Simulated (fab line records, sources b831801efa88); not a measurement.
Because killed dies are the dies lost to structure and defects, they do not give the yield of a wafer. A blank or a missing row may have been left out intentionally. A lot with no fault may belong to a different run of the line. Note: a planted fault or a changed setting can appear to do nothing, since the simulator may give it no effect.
fab line records | flow sky130
[record] lots = 7 wafers = 18 last-day = 50
route steps=708 shown NWELL@65 PAD_OPEN@708
lots untouched by any fault: they come from a run of this same line in which no faults occurred
start-h: the number of hours between the record's first day and the start of the first shown wafer of the lot | wait-h: time in hours since the lot's previous step | " the same as in the row above | L1.1+2: several wafers, shown together as one row | - value missing, or start not given | * or withheld: withheld | < > ~ a bound
route shown NAME@n: NAME is a module with steps in the file, n the number in the route of the first one | usual: mean/standard deviation taken from wafers without a fault | same: alike in all rows | chamber/n: place in a boat | sites: readings site by site | _std_site: the standard deviation of these | _edge_site: mean of outer sites minus mean of inner sites | radius-mm: how far each site lies from the wafer's centre | mask NAME#n: copy n | behind: the most recent tool/chamber to have shaped the wafer | hold: why the lot went on hold/how many hours it stayed there/how the hold came to an end | device: transistor that didn't switch, given as n, p or np | end of line: the tests these same wafers got at the end of their route | where a step has no rows: the recipe by itself | killed: not the wafer's yield, but the dies lost to structure and defects at the first sort | map: a wafer's dies, marking killed ones x, the rest . and places with no die _
set.NAME: setting as actually run; set.NAME@STEP: the setting as run at that earlier step | model.NAME: the simulator's own value behind a step, which no gauge read
certain route steps with their lots: each step a table, each wafer a row
services: when a tool's chamber went out of use (start-h, in hours from the record's first day, below 0 if earlier), for how many hours, and the reason
[[steps]]
[step SKY_NWELL_IMPLANT_12]
[recipe] species = P energy-kev = 120 dose-cm2 = 1.3e+12 tilt-deg = withheld
[step SKY_NWELL_IMPLANT_13]
[recipe] species = P energy-kev = 50 dose-cm2 = 7e+11 tilt-deg = withheld
[step SKY_NWELL_STRIP_14]
[recipe] chemistry = O2/N2 power-w = 1400 pressure-mtorr = 1500 platen-temp-c = withheld o2-flow-sccm = 3000 n2-flow-sccm = 300 overash-fraction = 0.5
[usual] drypump-motor-current-A = 5.6/0.43 oes-product-au = 0.723/0.0047 strip-time-to-endpoint-s = 36.93/0.11
// columns lot.wafer tool chamber start-h wait-h drypump-motor-current-A oes-product-au rf-hours-counter-h strip-time-to-endpoint-s
L181.2 plasma-asher-02 0 84.35 0.1 6.0 0.728 26 36.99
L181.3 " 0 " " 6.0 0.728 - 37.08
L181.5 " 1 " " 5.6 0.720 - 37.01
L189.2 plasma-asher-04 0 132.85 0.1 4.8 0.723 43 36.78
L189.3 " 1 " " 5.9 0.713 - 36.92
L189.6 " 1 " " 5.8 0.710 - 36.85
L193.4 plasma-asher-04 1 155.89 0.1 5.9 0.727 - 36.78
L193.6 " 0 " " 4.8 0.728 - 36.72
L194.4 plasma-asher-02 0 161.94 0.1 6.0 0.719 - 36.96
L194.5 " 1 " " 5.6 0.718 - 36.96
L200.3 plasma-asher-02 0 194.84 0.1 6.0 0.723 - 36.81
L200.4 " 1 " " 5.6 0.725 - 36.83
L202.1 plasma-asher-04 1 205.91 0.1 5.9 0.724 50 37.01
L202.5 " 0 " " 4.8 0.725 - 37.09
L202.6 " 1 " " 5.9 0.720 - 37.13
L203.1 plasma-asher-03 1 212.86 0.1 5.7 0.718 54 36.97
L203.2 " 0 " " 6.0 0.722 54 36.95
L203.6 " 0 " " 6.0 0.719 - 37.02
[step SKY_NWELL_TW_MEAS_15]
[usual] NWELL_TW = 1817/13
// columns lot.wafer tool chamber start-h wait-h NWELL_TW
L181.2 film-metro-04 - 84.46 0.1 1788
L181.3 " - " " 1803
L181.5 " - " " 1786
L189.2 film-metro-04 - 132.96 0.1 1816
L189.3 " - " " 1805
L189.6 " - " " 1813
L193.4 film-metro-04 - 155.98 0.1 1804
L193.6 " - " " 1804
L194.4 film-metro-01 - 162.03 0.1 1811
L194.5 " - " " 1835
L200.3 film-metro-04 - 194.92 0.1 1801
L200.4 " - " " 1808
L202.1 film-metro-03 - 206.01 0.1 1811
L202.5 " - " " 1809
L202.6 " - " " 1816
L203.1 film-metro-01 - 212.96 0.1 1833
L203.2 " - " " 1824
L203.6 " - " " 1825
[step SKY_NWELL_DEHYDRATE_16]
[recipe] temp-c = 200 time-s = 60
[step SKY_NWELL_HMDS_17]
[recipe] prime-time-s = 60 prime-temp-c = 120
[step SKY_NWELL_COAT_18]
[recipe] spin-rpm = 2000 resist-thk-nm = 3000
[step SKY_NWELL_SOFTBAKE_19]
[recipe] temp-c = 110 time-s = withheld
[step SKY_NWELL_EXPOSE_20]
[recipe] mask-id = NWM_COMPLEMENT na = 0.6 source-shape = conventional sigma-outer = 0.6 polarization = unpolarized target-cd-nm = 840 dose-mj = 260
[step SKY_NWELL_PEB_21]
[recipe] temp-c = 115 time-s = withheld
[step SKY_NWELL_DEVELOP_22]
[recipe] wall-angle-deg = 90 developer = TMAH develop-time-s = 60 dev-temp-c = 23
[step SKY_NWELL_OVL_MEAS_23]
[usual] NWELL_01_OVL = -0.2/1.3
// columns lot.wafer tool chamber start-h wait-h NWELL_01_OVL[nm]
L181.2 overlay-02 - 102.37 - 1.6
L181.3 " - " " -0.7
L181.5 " - " " 0.9
L189.2 overlay-01 - 152.07 - -1.8
L189.3 " - " " -2.4
L189.6 " - " " -1.6
L193.4 overlay-02 - 175.24 - -0.5
L193.6 " - " " -0.6
L194.4 overlay-02 - 181.38 - 1.2
L194.5 " - " " 1.5
L200.3 overlay-02 - 216.02 - -0.2
L200.4 " - " " 0.2
L202.1 overlay-02 - 227.72 - 1.6
L202.5 " - " " 1.9
L202.6 " - " " 0.3
L203.1 overlay-01 - 234.72 - 1.5
L203.2 " - " " -0.4
L203.6 " - " " 1.3
[step SKY_NWELL_IMPLANT_24]
[recipe] species = B energy-kev = 140 dose-cm2 = 9.2e+12 tilt-deg = withheld
[usual] beam-on-s = 10.00/0.19 faraday-current-uA = 51.9/1
// columns lot.wafer tool chamber start-h wait-h beam-on-s faraday-current-uA
L181.2 implanter-03 0 102.43 0.0 9.96 52.1
L181.3 " 0 " " 9.74 53.1
L181.5 " 0 " " 9.93 52.2
L189.2 implanter-02 0 152.13 0.0 10.17 50.8
L189.3 " 0 " " 9.73 52.9
L189.6 " 0 " " 9.61 53.7
L193.4 implanter-02 0 175.34 0.1 8.26 62.7
L193.6 " 0 " " 10.03 51.4
L194.4 implanter-02 0 181.47 0.1 8.24 62.9
L194.5 " 0 " " 9.86 52.4
L200.3 implanter-02 0 216.10 0.1 8.13 64.0
L200.4 " 0 " " 8.19 63.2
L202.1 implanter-01 0 227.75 0.0 10.48 49.2
L202.5 " 0 " " 10.22 50.8
L202.6 " 0 " " 9.97 51.9
L203.1 implanter-03 0 234.75 0.0 9.85 53.0
L203.2 " 0 " " 9.99 52.1
L203.6 " 0 " " 9.91 52.1
[step SKY_NWELL_STRIP_25]
[recipe] chemistry = O2/N2 power-w = 1400 pressure-mtorr = 1500 platen-temp-c = withheld o2-flow-sccm = 3000 n2-flow-sccm = 300 overash-fraction = 0.5
[usual] drypump-motor-current-A = 5.5/0.48 oes-product-au = 0.722/0.0045 strip-time-to-endpoint-s = 36.93/0.1
// columns lot.wafer tool chamber start-h wait-h drypump-motor-current-A oes-product-au rf-hours-counter-h strip-time-to-endpoint-s
L181.2 plasma-asher-03 1 102.55 0.1 5.6 0.716 43 36.85
L181.3 " 1 " " 5.6 0.723 - 36.83
L181.5 " 0 " " 6.0 0.726 - 36.69
L189.2 plasma-asher-02 0 152.25 0.1 6.0 0.726 33 36.76
L189.3 " 1 " " 5.6 0.725 - 36.90
L189.6 " 1 " " 5.5 0.723 - 36.85
L193.4 plasma-asher-04 1 175.44 0.1 5.8 0.729 - 36.91
L193.6 " 0 " " 4.8 0.728 - 36.94
L194.4 plasma-asher-04 0 181.58 0.1 4.8 0.727 - 36.80
L194.5 " 0 " " 4.8 0.732 - 37.01
L200.3 plasma-asher-04 1 216.23 0.1 5.9 0.728 - 36.86
L200.4 " 0 " " 4.8 0.724 - 36.78
L202.1 plasma-asher-04 1 227.90 0.1 5.9 0.724 52 36.99
L202.5 " 0 " " 4.8 0.725 - 37.08
L202.6 " 1 " " 5.9 0.715 - 37.03
L203.1 plasma-asher-04 1 234.90 0.1 5.9 0.722 53 36.86
L203.2 " 0 " " 4.8 0.718 53 36.78
L203.6 " 0 " " 4.8 0.727 - 36.88
[step SKY_NWELL_TW_MEAS_26]
[usual] NWELL_2_TW = 495/3.5
// columns lot.wafer tool chamber start-h wait-h NWELL_2_TW
L181.2 film-metro-01 - 102.66 0.1 498
L181.3 " - " " 501
L181.5 " - " " 499
L189.2 film-metro-03 - 152.36 0.1 497
L189.3 " - " " 495
L189.6 " - " " 495
L193.4 film-metro-01 - 175.54 0.1 470
L193.6 " - " " 503
L194.4 film-metro-03 - 181.68 0.1 469
L194.5 " - " " 499
L200.3 film-metro-01 - 216.32 0.1 468
L200.4 " - " " 473
L202.1 film-metro-01 - 228.00 0.1 500
L202.5 " - " " 502
L202.6 " - " " 501
L203.1 film-metro-04 - 235.00 0.1 496
L203.2 " - " " 495
L203.6 " - " " 492
[step SKY_NWELL_CLEAN_27]
[recipe] chemistry = SC1/SC2 mix = 1:4:20 temp-c = 70 time-s = 150 dry = n2-spin
[step SKY_PAD_OPEN_PROBE_99]
[usual] killed_at_M0_to_M3 = 43/6.4 killed_at_M4_up = 2.8/1.7 killed-at-contacts = 24/5.5 killed-at-front-end = 15/4 killed-at-other = 0.3/0.54 killed-dies = 86/9.1 killed-open = 47/6.6 killed-short = 39/6.2
[same] gross-dies = 492 killed-at-back-side = 0
// columns lot.wafer tool chamber start-h wait-h killed_at_M0_to_M3 killed_at_M4_up killed-at-contacts killed-at-front-end killed-at-other killed-dies killed-open killed-short model.etest.pfet_16v.r-on-ohm-um model.etest.res-iso-pwell.rs-ohm-sq model.etest.res-pwell-under-gate.rs-ohm-sq model.etest.res-iso-pwell.line-ohm-um model.etest.pfet_16v.drive-ua-um model.etest.res-nwell.width-nm model.etest.field-n.vt-v model.etest.nfet_05v0_nvt.vt-sat-v
L181.2 prober-01 - 1070.68 0.1 37 1 26 21 0 85 43 42 1.527e+04 3287 2294 1258 247.8 853.4 35.87 0.2926
L181.3 prober-01 - 1070.73 0.2 43 4 25 15 0 87 44 43 1.516e+04 3278 2273 1244 250.3 858 35.86 0.2969
L181.5 prober-01 - 1070.83 0.2 37 2 24 13 0 76 44 32 1.516e+04 3251 2288 1233 249.4 853.6 35.74 0.2964
L189.2 prober-02 - 1123.69 0.1 38 6 18 18 0 80 48 32 1.544e+04 2731 2262 1021 236.1 841.2 35.5 0.2746
L189.3 prober-02 - 1123.74 0.2 50 6 26 11 0 93 58 35 1.523e+04 2620 2288 987 235.5 835 34.27 0.2787
L189.6 prober-02 - 1123.89 0.2 46 4 18 20 0 88 50 38 1.541e+04 2635 2269 992.9 234.4 833.7 34.8 0.2635
L193.4 prober-02 - 1148.29 0.2 48 4 28 16 0 96 61 35 1.583e+04 3202 2567 1215 234.1 852.2 31.47 0.2641
L193.6 prober-02 - 1148.39 0.2 53 3 20 22 1 99 58 41 1.448e+04 2756 2254 1048 251.8 825.9 34.75 0.288
L194.4 prober-01 - 1155.94 0.2 51 4 30 6 0 91 58 33 1.675e+04 3511 2583 1333 223.7 855.2 32.76 0.2767
L194.5 prober-01 - 1155.99 0.2 45 4 32 14 0 95 53 42 1.516e+04 2974 2298 1124 243.2 845.8 35.79 0.2991
L202.1 prober-01 - 1186.85 0.1 37 3 22 22 0 84 47 37 1.536e+04 3219 2266 1229 243.7 848.4 36.4 0.2867
L202.5 prober-01 - 1187.05 0.2 39 2 23 17 0 81 41 40 1.552e+04 3302 2270 1255 244 847 36.46 0.2885
L202.6 prober-01 - 1187.10 0.2 40 3 24 15 0 82 44 38 1.542e+04 3233 2270 1229 242.4 842.1 36.42 0.2976
L203.1 prober-02 - 1193.18 0.1 38 2 25 20 0 85 43 42 1.533e+04 3221 2300 1217 246.9 851.2 36.46 0.2921
L203.2 prober-02 - 1193.23 0.1 37 4 21 14 0 76 40 36 1.54e+04 3263 2274 1240 244.8 849.5 36.4 0.2896
L203.6 prober-02 - 1193.43 0.2 39 1 19 12 1 72 42 30 1.525e+04 3251 2294 1218 247.3 842.7 36.27 0.2888
// killed by level:class
L181.2 CONTACT:geometric-particle:open=10 VIA1:geometric-particle:open=9 METAL2:geometric-particle:short=7 FIELD_ISO:geometric-particle:short=6 LOCAL_INTERCONNECT:geometric-particle:short=6 VIA3:geometric-particle:open=6 SPACER:geometric-particle:open=4 LI_CONTACT:geometric-particle:open=4
L181.3 VIA2:geometric-particle:open=10 CONTACT:geometric-particle:open=10 METAL2:geometric-particle:short=8 LI_CONTACT:geometric-particle:open=6 VIA3:geometric-particle:open=5 FIELD_ISO:geometric-particle:short=4 LOCAL_INTERCONNECT:geometric-particle:short=4 CONTACT:geometric-particle:short=4
L181.5 LI_CONTACT:geometric-particle:open=10 VIA2:geometric-particle:open=9 VIA1:geometric-particle:short=7 VIA1:geometric-particle:open=7 CONTACT:geometric-particle:open=6 CONTACT:geometric-particle:short=5 VIA3:geometric-particle:open=4 METAL2:geometric-particle:short=4
L189.2 CONTACT:geometric-particle:open=10 VIA2:geometric-particle:open=7 VIA1:geometric-particle:open=7 FIELD_ISO:geometric-particle:open=6 METAL2:geometric-particle:short=6 LI_CONTACT:geometric-particle:open=5 METAL4:geometric-particle:short=5 POLY_GATE:geometric-particle:short=4
L189.3 LI_CONTACT:geometric-particle:open=16 VIA1:geometric-particle:open=12 VIA2:geometric-particle:open=11 CONTACT:geometric-particle:open=5 METAL1:geometric-particle:short=5 VIA1:geometric-particle:short=5 METAL2:geometric-particle:short=5 FIELD_ISO:geometric-particle:short=4
L189.6 VIA1:geometric-particle:open=8 VIA3:geometric-particle:open=7 FIELD_ISO:geometric-particle:short=6 VIA2:geometric-particle:open=6 FIELD_ISO:geometric-particle:open=5 CONTACT:geometric-particle:open=5 METAL2:geometric-particle:short=5 POLY_GATE:geometric-particle:open=4
L193.4 VIA1:geometric-particle:open=19 CONTACT:geometric-particle:open=12 LI_CONTACT:geometric-particle:open=7 METAL1:geometric-particle:short=7 FIELD_ISO:geometric-particle:open=5 VIA3:geometric-particle:open=5 FIELD_ISO:geometric-particle:short=4 CONTACT:geometric-particle:short=4
L193.6 VIA1:geometric-particle:open=15 VIA3:geometric-particle:open=9 CONTACT:geometric-particle:open=8 VIA1:geometric-particle:short=7 FIELD_ISO:geometric-particle:open=6 FIELD_ISO:geometric-particle:short=5 LI_CONTACT:geometric-particle:open=5 METAL2:geometric-particle:short=5
L194.4 VIA1:geometric-particle:open=14 LI_CONTACT:geometric-particle:open=12 CONTACT:geometric-particle:open=9 VIA2:geometric-particle:open=9 VIA3:geometric-particle:open=7 METAL3:geometric-particle:short=6 CONTACT:geometric-particle:short=5 METAL1:geometric-particle:short=5
L194.5 VIA1:geometric-particle:open=11 CONTACT:geometric-particle:open=9 METAL3:geometric-particle:short=9 VIA3:geometric-particle:open=8 LI_CONTACT:geometric-particle:open=7 LOCAL_INTERCONNECT:geometric-particle:short=7 POLY_GATE:geometric-particle:open=5 CONTACT:geometric-particle:short=5
L202.1 VIA1:geometric-particle:open=10 FIELD_ISO:geometric-particle:open=8 CONTACT:geometric-particle:open=7 VIA2:geometric-particle:open=6 POLY_GATE:geometric-particle:short=5 METAL1:geometric-particle:short=5 LI_CONTACT:geometric-particle:open=4 CONTACT:geometric-particle:short=4
L202.5 VIA1:geometric-particle:open=9 LI_CONTACT:geometric-particle:open=7 FIELD_ISO:geometric-particle:open=6 METAL2:geometric-particle:short=6 FIELD_ISO:geometric-particle:short=5 LI_CONTACT:geometric-particle:short=5 CONTACT:geometric-particle:open=5 VIA1:geometric-particle:short=5
L202.6 CONTACT:geometric-particle:open=10 VIA1:geometric-particle:open=8 VIA3:geometric-particle:open=7 FIELD_ISO:geometric-particle:open=5 POLY_GATE:geometric-particle:open=5 CONTACT:geometric-particle:short=5 METAL2:geometric-particle:short=5 VIA2:geometric-particle:short=4
L203.1 CONTACT:geometric-particle:open=8 VIA2:geometric-particle:open=7 FIELD_ISO:geometric-particle:open=6 LI_CONTACT:geometric-particle:open=6 LOCAL_INTERCONNECT:geometric-particle:short=5 VIA1:geometric-particle:open=5 METAL3:geometric-particle:short=5 POLY_GATE:geometric-particle:short=4
L203.2 LI_CONTACT:geometric-particle:open=7 VIA1:geometric-particle:open=7 CONTACT:geometric-particle:short=6 VIA3:geometric-particle:open=6 FIELD_ISO:geometric-particle:short=5 VIA2:geometric-particle:open=5 CONTACT:geometric-particle:open=4 METAL3:geometric-particle:short=4
L203.6 VIA1:geometric-particle:open=9 VIA3:geometric-particle:open=7 LI_CONTACT:geometric-particle:open=6 METAL2:geometric-particle:short=6 CONTACT:geometric-particle:open=5 FIELD_ISO:geometric-particle:open=4 CONTACT:geometric-particle:short=4 POLY_GATE:geometric-particle:open=3
[[services]]
// columns tool chamber start-h hours kind
plasma-asher-04 - 65.90 6.9 repair
implanter-02 - 70.48 0.8 repair
implanter-02 - 80.95 3.1 pm
implanter-02 - 85.04 2.7 repair
plasma-asher-02 - 128.84 5.3 repair
implanter-03 - 164.70 2.1 pm
plasma-asher-03 - 166.17 0.8 repair
implanter-01 - 177.97 5.4 repair
implanter-01 - 198.40 4.2 repair
[[key]]
[first-sign] step = SKY_NWELL_IMPLANT_24 reading = faraday-current-uA direction = up sigmas = 11 usual = 51.9 struck = 63.2
[effect] step = SKY_NWELL_IMPLANT_24 reading = beam-on-s direction = down sigmas = 9.4 usual = 10.00 struck = 8.20
[effect] step = SKY_NWELL_TW_MEAS_26 reading = NWELL_2_TW direction = down sigmas = 7.4 usual = 495 struck = 470
[model-effect] step = SKY_PAD_OPEN_PROBE_99 value = etest.pfet_16v.r-on-ohm-um without = 1.477e+04 struck = 1.629e+04
met-at SKY_NWELL_IMPLANT_24
struck-wafers L193.4,L194.4,L200.3,L200.4
sort-left-out L200.3,L200.4
tester-left-out L193,L194,L200
onset-between 152.13 175.34
[fault] kind = process-parameter-drift tool = implanter-02 chamber = - onset-h = 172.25 steps = SKY_NWELL_IMPLANT_24 channel = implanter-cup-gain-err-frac offset = 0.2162 shape = step end-h = 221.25 scope = struck-wafers-only
// tester-left-out: of these lots the tester's yield and bins aren't shown, on N5 and GAA mostly nor the transistor test; their killed dies are dies lost to structure and defects alone, not to doping, threshold or leakage, so they don't give the yield
// sort-left-out: the simulated sort isn't trusted on such a fault, so these wafers' sort isn't shown, and their yield isn't known
